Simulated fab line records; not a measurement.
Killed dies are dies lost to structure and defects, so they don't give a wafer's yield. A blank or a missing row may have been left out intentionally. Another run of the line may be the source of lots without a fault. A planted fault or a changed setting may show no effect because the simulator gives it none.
fab line records + flow sky130
record:
- lots: 11
- wafers: 33
- last-day: 50
route steps=708 shown VIA3@589 METAL4@629 VIA4@651 PAD_OPEN@706
lots untouched by any fault: they come from a run of this same line in which no faults occurred
start-h: hours from the record's opening day to when the first of the lot's shown wafers began + wait-h: hours elapsed since this lot's preceding step + " the same as in the row above + L1.1+2: several wafers, shown together as one row + - either no value or no given start + * or withheld: withheld + < > ~ a bound
route shown NAME@n: NAME is a module with steps in the file, n the number in the route of the first one + usual: mean/standard deviation of fault-free wafers + same: alike in all rows + chamber/n: place in a boat + sites: per-site readings + _std_site: standard deviation of those values + _edge_site: inner sites' mean taken away from outer sites' mean + radius-mm: for every site, how far away it sits from the centre of the wafer + mask NAME#n: copy n + behind: the tool/chamber that last shaped the wafer + hold: why the lot was held/for how many hours/how that ended + device: transistor that didn't switch, given as n, p or np + end of line: at the end of the route, the tests of the same wafers + for a step that has no rows: nothing shown but its recipe + killed: the dies lost at the first sort to structure and to defects; this is not the yield of the wafer + map: dies across one wafer; x = killed, . = not, _ = none there
set.NAME: the run value of the setting; set.NAME@STEP: its run value at that earlier step + model.NAME: the simulator's own value behind a step, which no gauge read
the route's steps for a sample of lots (tables are steps, rows are wafers)
services: when a tool's chamber went out of use (start-h, in hours from the record's first day, below 0 if earlier), for how many hours, and the reason
== steps ==
step: SKY_VIA3_STRIP_16
recipe:
- chemistry: O2/N2
- power-w: 1400
- pressure-mtorr: 1500
- platen-temp-c: withheld
- o2-flow-sccm: 3000
- n2-flow-sccm: 300
- overash-fraction: 0.5
usual:
- drypump-motor-current-A: 5.6/0.36
- oes-product-au: 0.403/0.0046
- strip-time-to-endpoint-s: 4.126/0.022
| lot.wafer | tool            | chamber | start-h | wait-h | drypump-motor-current-A | oes-product-au | rf-hours-counter-h | strip-time-to-endpoint-s |
|-----------|-----------------|---------|---------|--------|-------------------------|----------------|--------------------|--------------------------|
| L859.2    | plasma-asher-01 | 0       | 939.30  | 0.0    | 5.0                     | 0.401          | 50                 | 4.086                    |
| L859.3    | "               | 0       | "       | "      | 5.0                     | 0.409          | -                  | 4.121                    |
| L859.5    | "               | 0       | "       | "      | 5.0                     | 0.405          | -                  | 4.142                    |
| L860.1    | plasma-asher-01 | 1       | 946.25  | 0.0    | 5.9                     | 0.407          | 51                 | 4.139                    |
| L860.3    | "               | 1       | "       | "      | 5.9                     | 0.402          | -                  | 4.124                    |
| L860.5    | "               | 1       | "       | "      | 5.9                     | 0.410          | -                  | 4.141                    |
| L861.1    | plasma-asher-02 | 1       | 958.39  | 0.0    | 5.7                     | 0.401          | 22                 | 4.150                    |
| L861.4    | "               | 0       | "       | "      | 6.1                     | 0.398          | -                  | 4.134                    |
| L861.6    | "               | 1       | "       | "      | 5.7                     | 0.399          | -                  | 4.146                    |
| L862.2    | plasma-asher-01 | 1       | 960.25  | 0.0    | 5.9                     | 0.407          | 52                 | 4.156                    |
| L862.3    | "               | 1       | "       | "      | 5.9                     | 0.402          | -                  | 4.141                    |
| L862.6    | "               | 0       | "       | "      | 5.1                     | 0.401          | -                  | 4.117                    |
| L863.1    | plasma-asher-01 | 0       | 969.94  | 0.0    | 5.1                     | 0.403          | 54                 | 4.135                    |
| L863.4    | "               | 1       | "       | "      | 5.9                     | 0.402          | -                  | 4.149                    |
| L863.5    | "               | 0       | "       | "      | 5.0                     | 0.404          | -                  | 4.142                    |
| L864.3    | plasma-asher-03 | 0       | 980.82  | 0.1    | 5.6                     | 0.406          | -                  | 4.134                    |
| L864.5    | "               | 0       | "       | "      | 5.5                     | 0.412          | -                  | 4.136                    |
| L864.6    | "               | 1       | "       | "      | 5.6                     | 0.404          | -                  | 4.148                    |
| L866.2    | plasma-asher-02 | 0       | 993.19  | 0.0    | 6.1                     | 0.406          | 26                 | 4.138                    |
| L866.4    | "               | 1       | "       | "      | 5.7                     | 0.406          | -                  | 4.155                    |
| L866.5    | "               | 1       | "       | "      | 5.7                     | 0.411          | -                  | 4.173                    |
| L868.2    | plasma-asher-03 | 0       | 1009.80 | 0.0    | 5.5                     | 0.406          | 88                 | 4.114                    |
| L868.3    | "               | 1       | "       | "      | 5.6                     | 0.397          | -                  | 4.152                    |
| L868.4    | "               | 0       | "       | "      | 5.5                     | 0.404          | -                  | 4.117                    |
| L877.2    | plasma-asher-01 | 0       | 1064.64 | 0.0    | 5.0                     | 0.399          | 64                 | 4.120                    |
| L877.5    | "               | 0       | "       | "      | 5.0                     | 0.402          | -                  | 4.135                    |
| L877.6    | "               | 1       | "       | "      | 5.9                     | 0.401          | -                  | 4.164                    |
| L879.1    | plasma-asher-02 | 1       | 1078.24 | 0.0    | 5.7                     | 0.408          | 35                 | 4.152                    |
| L879.4    | "               | 1       | "       | "      | 5.7                     | 0.402          | -                  | 4.146                    |
| L879.6    | "               | 1       | "       | "      | 5.7                     | 0.400          | -                  | 4.148                    |
| L880.2    | plasma-asher-01 | 0       | 1084.85 | 0.0    | 5.0                     | 0.405          | 66                 | 4.116                    |
| L880.5    | "               | 0       | "       | "      | 5.1                     | 0.399          | -                  | 4.118                    |
| L880.6    | "               | 1       | "       | "      | 5.9                     | 0.396          | -                  | 4.130                    |
step: SKY_METAL4_CD_MEAS_13
recipe:
- target-cd-nm: 300
usual:
- cd-nm: 300.9/1.4
| lot.wafer | tool      | chamber | start-h | wait-h | cd-nm |
|-----------|-----------|---------|---------|--------|-------|
| L859.2    | cd-sem-01 | -       | 990.76  | -      | 298.4 |
| L859.3    | "         | -       | "       | "      | 299.7 |
| L859.5    | "         | -       | "       | "      | 299.7 |
| L860.1    | cd-sem-01 | -       | 996.39  | -      | 301.0 |
| L860.3    | "         | -       | "       | "      | 301.8 |
| L860.5    | "         | -       | "       | "      | 302.0 |
| L861.1    | cd-sem-01 | -       | 1007.70 | -      | 299.7 |
| L861.4    | "         | -       | "       | "      | 299.1 |
| L861.6    | "         | -       | "       | "      | 299.2 |
| L862.2    | cd-sem-01 | -       | 1010.51 | -      | 301.3 |
| L862.3    | "         | -       | "       | "      | 301.1 |
| L862.6    | "         | -       | "       | "      | 302.5 |
| L863.1    | cd-sem-01 | -       | 1018.59 | -      | 302.1 |
| L863.4    | "         | -       | "       | "      | 301.4 |
| L863.5    | "         | -       | "       | "      | 302.4 |
| L864.3    | cd-sem-01 | -       | 1029.12 | -      | 299.7 |
| L864.5    | "         | -       | "       | "      | 301.2 |
| L864.6    | "         | -       | "       | "      | 301.4 |
| L866.2    | cd-sem-02 | -       | 1042.07 | -      | 300.5 |
| L866.4    | "         | -       | "       | "      | 300.2 |
| L866.5    | "         | -       | "       | "      | 299.1 |
| L868.2    | cd-sem-02 | -       | 1056.92 | -      | 302.2 |
| L868.3    | "         | -       | "       | "      | 302.3 |
| L868.4    | "         | -       | "       | "      | 302.6 |
| L877.2    | cd-sem-01 | -       | 1109.11 | -      | 298.8 |
| L877.5    | "         | -       | "       | "      | 298.7 |
| L877.6    | "         | -       | "       | "      | 298.4 |
| L879.1    | cd-sem-01 | -       | 1119.68 | -      | 299.3 |
| L879.4    | "         | -       | "       | "      | 300.7 |
| L879.6    | "         | -       | "       | "      | 300.0 |
| L880.2    | cd-sem-02 | -       | 1126.41 | -      | 298.6 |
| L880.5    | "         | -       | "       | "      | 298.4 |
| L880.6    | "         | -       | "       | "      | 300.2 |
step: SKY_VIA4_ETCH_12
recipe:
- target: SiO2
- chemistry: C4F8/O2/Ar
- stop-on: TiN
- mask-material: NOVOLAK
- source-w: 1500
- bias-w: 1200
- pressure-mtorr: 40
- c4f8-flow-sccm: withheld
- O2_flow_sccm: 6
- Ar_flow_sccm: 300
- time-s: withheld
- target-depth-a: 5800
usual:
- oes-product-au: 0.925/0.005
| lot.wafer | tool        | chamber | start-h | wait-h | oes-product-au |
|-----------|-------------|---------|---------|--------|----------------|
| L859.2    | rie-diel-04 | 0       | 1015.98 | 0.0    | 0.927          |
| L859.3    | "           | 1       | "       | "      | 0.928          |
| L859.5    | "           | 0       | "       | "      | 0.930          |
| L860.1    | rie-diel-02 | 1       | 1021.57 | 0.0    | 0.918          |
| L860.3    | "           | 3       | "       | "      | 0.929          |
| L860.5    | "           | 2       | "       | "      | 0.915          |
| L861.1    | rie-diel-04 | 0       | 1030.88 | 0.0    | 0.921          |
| L861.4    | "           | 2       | "       | "      | 0.932          |
| L861.6    | "           | 2       | "       | "      | 0.933          |
| L862.2    | rie-diel-01 | 2       | 1035.18 | 0.0    | 0.930          |
| L862.3    | "           | 1       | "       | "      | 0.919          |
| L862.6    | "           | 1       | "       | "      | 0.918          |
| L863.1    | rie-diel-01 | 0       | 1043.01 | 0.0    | 0.918          |
| L863.4    | "           | 3       | "       | "      | 0.927          |
| L863.5    | "           | 0       | "       | "      | 0.926          |
| L864.3    | rie-diel-04 | 2       | 1052.13 | 0.0    | 0.928          |
| L864.5    | "           | 2       | "       | "      | 0.932          |
| L864.6    | "           | 3       | "       | "      | 0.926          |
| L866.2    | rie-diel-04 | 2       | 1065.51 | 0.0    | 0.927          |
| L866.4    | "           | 3       | "       | "      | 0.920          |
| L866.5    | "           | 1       | "       | "      | 0.923          |
| L868.2    | rie-diel-02 | 0       | 1079.76 | 0.0    | 0.922          |
| L868.3    | "           | 1       | "       | "      | 0.926          |
| L868.4    | "           | 0       | "       | "      | 0.924          |
| L877.2    | rie-diel-04 | 2       | 1130.06 | 0.0    | 0.930          |
| L877.5    | "           | 3       | "       | "      | 0.933          |
| L877.6    | "           | 2       | "       | "      | 0.922          |
| L879.1    | rie-diel-02 | 1       | 1140.21 | 0.0    | 0.928          |
| L879.4    | "           | 3       | "       | "      | 0.923          |
| L879.6    | "           | 1       | "       | "      | 0.930          |
| L880.2    | rie-diel-04 | 2       | 1146.26 | 0.0    | 0.921          |
| L880.5    | "           | 3       | "       | "      | 0.924          |
| L880.6    | "           | 0       | "       | "      | 0.922          |
step: SKY_PAD_OPEN_ANNEAL_12
recipe:
- temp-c: 400
- time-s: withheld
- ambient: N2/H2
- idle-temp-c: 300
- ramp-up-c-per-min: 8
- ramp-down-c-per-min: 4
usual:
- spike-tc-bottom-C: 422.9/1
- spike-tc-centre-C: 399.8/1.1
- spike-tc-lower-C: 399.8/0.98
- spike-tc-top-C: 429/8.6
- spike-tc-upper-C: 400.2/0.97
- tube-center-temp-C: 400/0.035
- tube_center_temp_C_max: 401.00/0.16
- zone-power-upper-pct: 4.18/0.13
| lot.wafer | tool       | chamber | start-h | wait-h | spike-tc-bottom-C | spike-tc-centre-C | spike-tc-lower-C | spike-tc-top-C | spike-tc-upper-C | tube-center-temp-C | tube_center_temp_C_max | zone-power-upper-pct |
|-----------|------------|---------|---------|--------|-------------------|-------------------|------------------|----------------|------------------|--------------------|------------------------|----------------------|
| L859.2    | furnace-02 | 0       | 1085.36 | 0.0    | 422.7             | 399.8             | 401.1            | 419            | 398.6            | 400.04             | 401.04                 | 4.30                 |
| L859.3    | "          | 0       | "       | "      | 421.7             | 400.7             | 399.9            | 421            | 398.4            | 399.99             | 401.09                 | 4.33                 |
| L859.5    | "          | 0       | "       | "      | 422.2             | 401.1             | 401.3            | 420            | 399.9            | 399.98             | 400.79                 | 4.34                 |
| L860.1    | furnace-01 | 0       | 1089.93 | 0.0    | 423.1             | 400.7             | 399.5            | 435            | 400.1            | 400                | 401.13                 | 4.00                 |
| L860.3    | "          | 0       | "       | "      | 420.8             | 400.5             | 400.7            | 435            | 400.0            | 400                | 401.09                 | 4.00                 |
| L860.5    | "          | 0       | "       | "      | 424.7             | 400.2             | 400.7            | 436            | 400.5            | 399.96             | 401.23                 | 4.09                 |
| L861.1    | furnace-02 | 0       | 1097.39 | 0.0    | 423.5             | 399.6             | 399.7            | 420            | 400.2            | 399.96             | 401.00                 | 4.29                 |
| L861.4    | "          | 0       | "       | "      | 422.1             | 400.0             | 399.8            | 420            | 399.8            | 399.99             | 401.02                 | 4.30                 |
| L861.6    | "          | 0       | "       | "      | 422.3             | 400.2             | 398.7            | 420            | 400.1            | 400.02             | 400.86                 | 4.34                 |
| L862.2    | furnace-01 | 0       | 1101.73 | 0.0    | 423.8             | 400.8             | 399.5            | 438            | 399.8            | 399.99             | 400.91                 | 4.09                 |
| L862.3    | "          | 0       | "       | "      | 422.7             | 400.2             | 401.3            | 438            | 398.0            | 399.99             | 400.94                 | 4.05                 |
| L862.6    | "          | 0       | "       | "      | 422.5             | 400.0             | 399.4            | 436            | 399.9            | 400                | 400.96                 | 4.05                 |
| L863.1    | furnace-02 | 0       | 1109.82 | 0.0    | 421.6             | 400.9             | 400.7            | 421            | 399.2            | 400                | 400.82                 | 4.30                 |
| L863.4    | "          | 0       | "       | "      | 424.0             | 400.5             | 399.5            | 421            | 400.4            | 400.03             | 400.89                 | 4.29                 |
| L863.5    | "          | 0       | "       | "      | 420.7             | 400.1             | 399.5            | 418            | 399.6            | 399.93             | 400.81                 | 4.31                 |
| L864.3    | furnace-01 | 0       | 1116.69 | 0.0    | 425.9             | 400.7             | 400.9            | 438            | 400.7            | 399.99             | 401.08                 | 4.08                 |
| L864.5    | "          | 0       | "       | "      | 422.9             | 399.3             | 399.3            | 437            | 399.9            | 400                | 400.99                 | 3.99                 |
| L864.6    | "          | 0       | "       | "      | 421.0             | 397.9             | 399.7            | 438            | 400.9            | 400.02             | 400.93                 | 4.05                 |
| L866.2    | furnace-01 | 0       | 1129.74 | 0.0    | 402.5             | 378.9             | 378.2            | 418            | 378.5            | 379.15             | 380.25                 | 3.77                 |
| L866.4    | "          | 0       | "       | "      | 403.0             | 379.2             | 378.0            | 417            | 378.4            | 379.17             | 380.12                 | 3.74                 |
| L866.5    | "          | 0       | "       | "      | 401.2             | 379.2             | 380.3            | 419            | 381.5            | 379.18             | 380.09                 | 3.80                 |
| L868.2    | furnace-01 | 0       | 1141.53 | 0.0    | 402.5             | 376.7             | 378.3            | 417            | 379.3            | 379.15             | 380.13                 | 3.81                 |
| L868.3    | "          | 0       | "       | "      | 403.5             | 378.8             | 379.7            | 417            | 379.6            | 379.14             | 380.10                 | 3.75                 |
| L868.4    | "          | 0       | "       | "      | 401.1             | 380.5             | 381.3            | 418            | 379.7            | 379.16             | 380.37                 | 3.74                 |
| L877.2    | furnace-02 | 0       | 1186.03 | 0.0    | 423.1             | 400.0             | 400.1            | 420            | 398.6            | 399.99             | 400.89                 | 4.38                 |
| L877.5    | "          | 0       | "       | "      | 421.6             | 400.8             | 400.0            | 421            | 400.3            | 400.01             | 400.98                 | 4.37                 |
| L877.6    | "          | 0       | "       | "      | 423.3             | 399.6             | 399.4            | 419            | 398.5            | 400.02             | 401.20                 | 4.28                 |
| L879.1    | furnace-02 | 0       | 1194.24 | 0.0    | 422.9             | 399.7             | 400.7            | 419            | 400.0            | 399.96             | 400.98                 | 4.34                 |
| L879.4    | "          | 0       | "       | "      | 422.9             | 399.1             | 398.9            | 421            | 400.6            | 400.02             | 400.89                 | 4.24                 |
| L879.6    | "          | 0       | "       | "      | 422.9             | 399.7             | 399.2            | 420            | 399.8            | 399.94             | 400.82                 | 4.30                 |
| L880.2    | furnace-01 | 0       | 1199.04 | 0.0    | 423.6             | 400.7             | 400.4            | 436            | 400.2            | 399.95             | 401.12                 | 4.09                 |
| L880.5    | "          | 0       | "       | "      | 421.7             | 399.3             | 400.2            | 437            | 401.2            | 400                | 400.91                 | 4.07                 |
| L880.6    | "          | 0       | "       | "      | 421.7             | 399.9             | 399.5            | 436            | 400.9            | 400.14             | 401.07                 | 4.02                 |
== services ==
| tool            | chamber | start-h | hours | kind   |
|-----------------|---------|---------|-------|--------|
| plasma-asher-03 | -       | 919.48  | 2.4   | repair |
| rie-diel-02     | 3       | 923.67  | 1.5   | repair |
| plasma-asher-03 | -       | 948.72  | 15.6  | pm     |
| rie-diel-04     | 3       | 960.73  | 11.2  | repair |
| plasma-asher-03 | -       | 968.03  | 0.8   | repair |
| furnace-02      | -       | 969.10  | 4.6   | pm     |
| furnace-01      | -       | 986.60  | 3.5   | pm     |
| rie-diel-04     | 2       | 998.71  | 12.8  | repair |
| rie-diel-04     | -       | 1011.29 | 0.9   | repair |
| rie-diel-02     | -       | 1039.33 | 0.6   | repair |
| rie-diel-02     | 3       | 1049.67 | 6.0   | repair |
| furnace-02      | -       | 1050.99 | 3.0   | pm     |
| rie-diel-02     | 2       | 1055.51 | 132.0 | repair |
| rie-diel-02     | 1       | 1057.29 | 6.6   | repair |
| furnace-01      | -       | 1062.60 | 3.7   | pm     |
| rie-diel-04     | 0       | 1074.72 | 2.0   | repair |
| rie-diel-04     | 2       | 1094.67 | 14.6  | repair |
| plasma-asher-02 | -       | 1102.10 | 2.7   | repair |
| furnace-01      | -       | 1119.47 | 4.2   | pm     |
| furnace-02      | -       | 1137.10 | 4.7   | pm     |
| furnace-01      | -       | 1153.86 | 3.2   | pm     |
| rie-diel-04     | 1       | 1165.02 | 14.6  | repair |
| plasma-asher-01 | -       | 1171.87 | 1.7   | repair |
| rie-diel-02     | -       | 1172.80 | 2.1   | repair |
== key ==
first-sign:
- step: SKY_PAD_OPEN_ANNEAL_12
- reading: tube-center-temp-C
- direction: down
- sigmas: 99+
- usual: *
- struck: *
effect:
- step: SKY_PAD_OPEN_ANNEAL_12
- reading: tube_center_temp_C_max
- direction: down
- sigmas: 99+
- usual: *
- struck: *
met-at SKY_PAD_OPEN_ANNEAL_12
struck-lots L866,L868
not-acting-at SKY_VIA3_STRIP_16,SKY_METAL4_CD_MEAS_13,SKY_VIA4_ETCH_12
onset-between 1116.69 1129.74
fault:
- kind: process-parameter-drift
- tool: furnace-01
- chamber: -
- onset-h: 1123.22
- steps: SKY_PAD_OPEN_ANNEAL_12
- channel: temp-c
- offset: *
- shape: step
- end-h: 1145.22
- acts-in: *
- stated: *
